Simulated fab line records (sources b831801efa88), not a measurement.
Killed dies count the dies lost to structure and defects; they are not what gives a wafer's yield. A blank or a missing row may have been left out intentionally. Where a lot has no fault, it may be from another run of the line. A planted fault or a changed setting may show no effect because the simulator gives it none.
A lot that was struck, set against a sound lot + flow sky130 + 15 out of 708 route steps
Sound: the wafers L692.2, L692.4, L692.6. Struck: wafers L708.2, L708.3, L708.4. Last of all comes the cause.
For every step that has rows: the tool of each side, followed by ch and its chambers, followed by its first start. Under that, the readings that differ: sound wafers + struck wafers + difference of the means + sigmas: that difference in standard deviations of wafers without a fault.
alike: readings whose means differ by less than 2 such deviations, and words and numbers that are the same on both sides. not compared: withheld readings, readings that some wafer has no value for, bounds like >300 that may hide the same value, and numbers for which the record gives no deviation and whose values overlap.
The two part at a step that has a row with sigmas, a row that says differs or no value, or rows on one side only. When numbers do not overlap yet have no deviation, they are printed without sigmas and do not part them. Lack of a reading on every wafer of one side parts them only where that side has two or more wafers.

first, 2 steps without rows for these wafers: SKY_VIA3_CLEAN_18 (cleans in IPA, time 180 s); SKY_VIA3_CLEAN_19 (cleans in O3/DIW).
SKY_VIA3_SPUTTER_20: material TiN, target thk 20 nm, time 80 s.
  sound on pvdSputter-03, day 39 22:08; struck on pvdSputter-02, day 44 06:12
  alike: throttleValvePct
SKY_VIA3_CVD_21: deposits W, target thk 390 nm, time 117.31 s.
  sound on cvdW-01 ch 1, day 39 22:14; struck on cvdW-02 ch 0,1, day 44 06:16
  alike: chamberPressureTorr, heaterPowerOuterW, heaterPowerW
SKY_VIA3_RS_MEAS_22: measurement is done with a four-point probe.
  sound on filmMetro-01, day 39 22:28; struck on filmMetro-02, day 44 06:24
  alike: VIA3_W_RS
SKY_VIA3_THK_MEAS_23: measures by xrf.
  sound on filmMetro-01, day 39 22:34; struck on filmMetro-02, day 44 06:31
  alike: VIA3_W_THK
then, 1 step without rows for these wafers: SKY_VIA3_CMP_24 (polishes, stops on SiO2, t overpolish 20 s, target thk 0 nm).
SKY_METAL4_SPUTTER_00: material Ti, target thk 15 nm, time 10 s.
  sound on pvdSputter-04, day 39 22:55; struck on pvdSputter-01, day 44 06:57
  alike: throttleValvePct
then, 2 steps without rows for these wafers: SKY_METAL4_SPUTTER_01 (material TiN, target thk 20 nm, time 16.7 s); SKY_METAL4_SPUTTER_02 (material AlCu, target thk 735 nm, time 39.1 s).
SKY_METAL4_SPUTTER_03: material Ti, target thk 5 nm, time 3.3 s.
  sound on pvdSputter-04, day 39 23:00; struck on pvdSputter-01, day 44 07:02
  alike: throttleValvePct
then, 1 step without rows for these wafers: SKY_METAL4_SPUTTER_04 (material TiN, target thk 70 nm, time 58.3 s).
SKY_CAP2M_CVD_00: deposits SiO2, target thk 15.5 nm.
  sound on pecvd-01 ch 0,1, day 39 23:04; struck on pecvd-04 ch 1,2, day 44 07:06
  no value came back on the struck wafers for heaterPowerOuterW (W), heaterPowerW (W); on the sound wafers heaterPowerOuterW (W) reads 419 364 417
SKY_CAP2M_SPUTTER_02: material TiN, target thk 200 nm, time 166.7 s.
  sound on pvdSputter-03, day 39 23:09; struck on pvdSputter-03, day 44 07:11
  alike: throttleValvePct
-- the record jumps here: 5 days lie between the struck wafers' starts before and after (it left off in module CAP2M and takes up again in module PAD_OPEN, whose first step shown is number 708 of the route) --
SKY_PAD_OPEN_PROBE_99:
  sound on prober-01, day 46 01:02; struck on prober-01, day 49 13:05
| reading                 | sound          | struck         | difference | sigmas      |
|-------------------------|----------------|----------------|------------|-------------|
| defectLimitedYield (%)  | 82.5 80.1 82.3 | 0 0 0          | -82        | -43         |
| killedAtOther           | 0 0 0          | 405 405 421    | +410       | +99 or more |
| killedDies              | 86 98 87       | 492 492 492    | +402       | +43         |
| killedOnRim             | 17 15 14       | 96 96 96       | +81        | +22         |
| sort_bin_5_function (%) | 10.6 13.2 10.0 | 93.1 93.5 93.7 | +82.2      | +59         |
| sortNPass               | 405 391 402    | 0 0 0          | -399       | -36         |
| sortYieldPct (%)        | 82.3 79.5 81.7 | 0 0 0          | -81        | -37         |
  alike: killed_at_M0_to_M3, killed_at_M4_up, killedAtContacts, killedAtFrontEnd, killedOpen, killedShort, sort_bin_3_pad_short, sort_bin_6_memory, sort_bin_8_speed

## WHERE THEY PART
At SKY_CAP2M_CVD_00 first; at SKY_PAD_OPEN_PROBE_99 last (within this record only).

WHY: what the simulator had put in
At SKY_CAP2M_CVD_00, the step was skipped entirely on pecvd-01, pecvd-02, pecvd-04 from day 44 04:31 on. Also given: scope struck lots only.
